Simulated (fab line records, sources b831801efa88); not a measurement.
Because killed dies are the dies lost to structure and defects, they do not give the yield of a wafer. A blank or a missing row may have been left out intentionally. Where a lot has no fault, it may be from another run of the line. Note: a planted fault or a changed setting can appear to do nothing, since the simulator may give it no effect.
Which tool did it?	flow gf180mcu	Sampling: 11 lots, 32 wafers, 5 of 602 route steps

== WHAT EACH GAUGE READ, for each wafer ==
GF_V3_BOW_MEAS_05. Usual: for V3_BOW the level is 117 um and the standard deviation is 9.
lot	measured	on	V3_BOW (um)	flag
L177	day 23 00:17	film_metro-04	128 131 135	
L178	day 23 13:40	film_metro-04	106 115 120	
L179	day 23 16:37	film_metro-01	121 121 133	
L182	day 24 22:38	film_metro-01	118 115 131	
L184	day 25 05:01	film_metro-04	105 112 120	
L185	day 25 16:53	film_metro-02	105 111 124	
L186	day 26 02:10	film_metro-01	121 130 121	
L187	day 26 06:36	film_metro-04	101 108 121	
L190	day 27 05:13	film_metro-01	110 114 120 - - -	
L192	day 27 19:13	film_metro-04	120 120	
L195	day 28 14:51	film_metro-01	108 116 103	

GF_M4_THK_MEAS_06: measures by xrf. Usual: for M4_ALCU_THK the level is 451 nm and the standard deviation is 4.
lot	measured	on	M4_ALCU_THK (nm)	flag
L177	day 24 00:08	film_metro-03	455 459 453	
L178	day 24 13:46	film_metro-01	452 454 452	
L179	day 24 16:31	film_metro-03	450 451 452	
L182	day 25 22:29	film_metro-01	453 443 451	
L184	day 26 03:36	film_metro-01	450 456 451	
L185	day 26 15:37	film_metro-04	451 445 450	
L186	day 27 00:47	film_metro-04	452 457 451	
L187	day 27 04:54	film_metro-01	443 449 447	
L190	day 28 03:01	film_metro-01	447 450 445	
L192	day 28 16:13	film_metro-04	451 454	
L195	day 29 12:16	film_metro-01	448 443 450	

== EACH LOT AND THE TOOL THAT RAN IT (in order: tool; ch and the chambers of the sampled wafers; start) ==
lot	GF_V3_CMP_04	GF_V3_ETCH_17	GF_V3_SPUTTER_21
L177	cmp-01 ch 1,2, day 23 00:01	rie_diel-03 ch 1,2, day 23 23:06 or earlier	pvd_sputter-01, day 23 23:06
L178	cmp-01 ch 0,2,3, day 23 13:15	rie_diel-04 ch 0,3, day 24 12:42 or earlier	pvd_sputter-01, day 24 12:42
L179	cmp-01 ch 0,2,3, day 23 16:18	rie_diel-02 ch 1,3, day 24 15:28 or earlier	pvd_sputter-01, day 24 15:28
L182	cmp-02 ch 1,2, day 24 22:21	rie_diel-04 ch 1,2,3, day 25 21:22 or earlier	pvd_sputter-02, day 25 21:22
L184	cmp-02 ch 1,2,3, day 25 04:43	rie_diel-02 ch 1,2, day 26 02:33 or earlier	pvd_sputter-02, day 26 02:33
L185	cmp-02 ch 0,1,2, day 25 16:40	rie_diel-04 ch 0,1,3, day 26 14:34 or earlier	pvd_sputter-01, day 26 14:34
L186	cmp-01 ch 1,2,3, day 26 01:58	rie_diel-03 ch 1,2, day 26 23:23 or earlier	pvd_sputter-02, day 26 23:23
L187	cmp-01 ch 0,1, day 26 06:16	rie_diel-04 ch 1,2, day 27 03:49 or earlier	pvd_sputter-03, day 27 03:49
L190	cmp-01 ch 0,1, day 27 04:56	rie_diel-02 ch 1,2, day 28 01:59 or earlier	pvd_sputter-02, day 28 01:59
L192	cmp-01 ch 2,3, day 27 18:58	rie_diel-04 ch 0,2, day 28 15:09 or earlier	pvd_sputter-01, day 28 15:09
L195	cmp-02 ch 0,1,3, day 28 14:33	rie_diel-02 ch 0,1,3, day 29 11:14 or earlier	pvd_sputter-03, day 29 11:14
- GF_V3_CMP_04: polishes SiO2.
- GF_V3_ETCH_17: etches SiO2 in C4F8/O2/Ar, stops on TiN, target depth 635 nm.
- GF_V3_SPUTTER_21: material Ti, target thk 15 nm, time 80.02 s.

== WHAT THE TOOLS THEMSELVES READ (means of the sampled wafers that have a number; where no wafer has one, the mark that the record gives instead) ==
GF_V3_CMP_04. Usual: motor_current_A 12.6 A, standard deviation 1.3; slurry_filter_dp_kPa 13.50 kPa, standard deviation 0.15; time_to_endpoint_s 80 s, standard deviation 4.6.
lot	tool	motor_current_A (A)	slurry_filter_dp_kPa (kPa)	time_to_endpoint_s (s)	flag
L177	cmp-01	12.1	13.34	84	
L178	cmp-01	12.6	13.41	80	
L179	cmp-01	12.5	13.47	75	
L182	cmp-02	14.4	13.57	83	
L184	cmp-02	13.1	13.40	84	
L185	cmp-02	13.9	13.36	84	
L186	cmp-01	11.5	13.56	79	
L187	cmp-01	12.1	13.49	78	
L190	cmp-01	13.2	13.44	70	
L192	cmp-01	11.9	13.53	86	
L195	cmp-02	13.5	13.58	81	

GF_V3_ETCH_17. Usual: oes_product_au at 0.855 a.u., with a standard deviation of 0.0046.
lot	tool	oes_product_au (a.u.)	flag
L177	rie_diel-03	0.856	
L178	rie_diel-04	0.856	
L179	rie_diel-02	0.856	
L182	rie_diel-04	0.849	
L184	rie_diel-02	0.853	
L185	rie_diel-04	0.854	
L186	rie_diel-03	0.857	
L187	rie_diel-04	0.857	
L190	rie_diel-02	0.873	OFF
L192	rie_diel-04	0.857	
L195	rie_diel-02	0.854	

GF_V3_SPUTTER_21. Usual: throttle_valve_pct at 29.7 %, with a standard deviation of 0.94.
lot	tool	throttle_valve_pct (%)	flag
L177	pvd_sputter-01	30.5	
L178	pvd_sputter-01	29.9	
L179	pvd_sputter-01	30.0	
L182	pvd_sputter-02	30.1	
L184	pvd_sputter-02	29.2	
L185	pvd_sputter-01	29.8	
L186	pvd_sputter-02	28.9	
L187	pvd_sputter-03	29.3	
L190	pvd_sputter-02	27.9	
L192	pvd_sputter-01	29.6	
L195	pvd_sputter-03	29.7	

== THE ANSWER, worked out from the rows above alone ==
Rule: a lot counts as off when the mean over its wafers that have a number is more than 3 standard deviations away from the usual mean. Also off: a lot with no number at a reading for which 4 or more lots have one. Any other lot the step has rows for is counted as sound. The gauges are gone through in route order, then the tools' own readings, and for those a lot's mean is taken as printed above. The first step at which some lot is off is used, and at that step the reading that is off furthest; a lot without a number counts as furthest.
Off: L190, at GF_V3_ETCH_17 (oes_product_au).
A tool fits if, at that step or a process step before it, it ran every lot that is off, and no sound lot after the first of them. GF_V3_ETCH_17: start missing for some lots; hours and lot order therefore follow GF_V3_SPUTTER_21. Of those tried, none fits.

== WHAT THE SIMULATOR HAD INSERTED ==
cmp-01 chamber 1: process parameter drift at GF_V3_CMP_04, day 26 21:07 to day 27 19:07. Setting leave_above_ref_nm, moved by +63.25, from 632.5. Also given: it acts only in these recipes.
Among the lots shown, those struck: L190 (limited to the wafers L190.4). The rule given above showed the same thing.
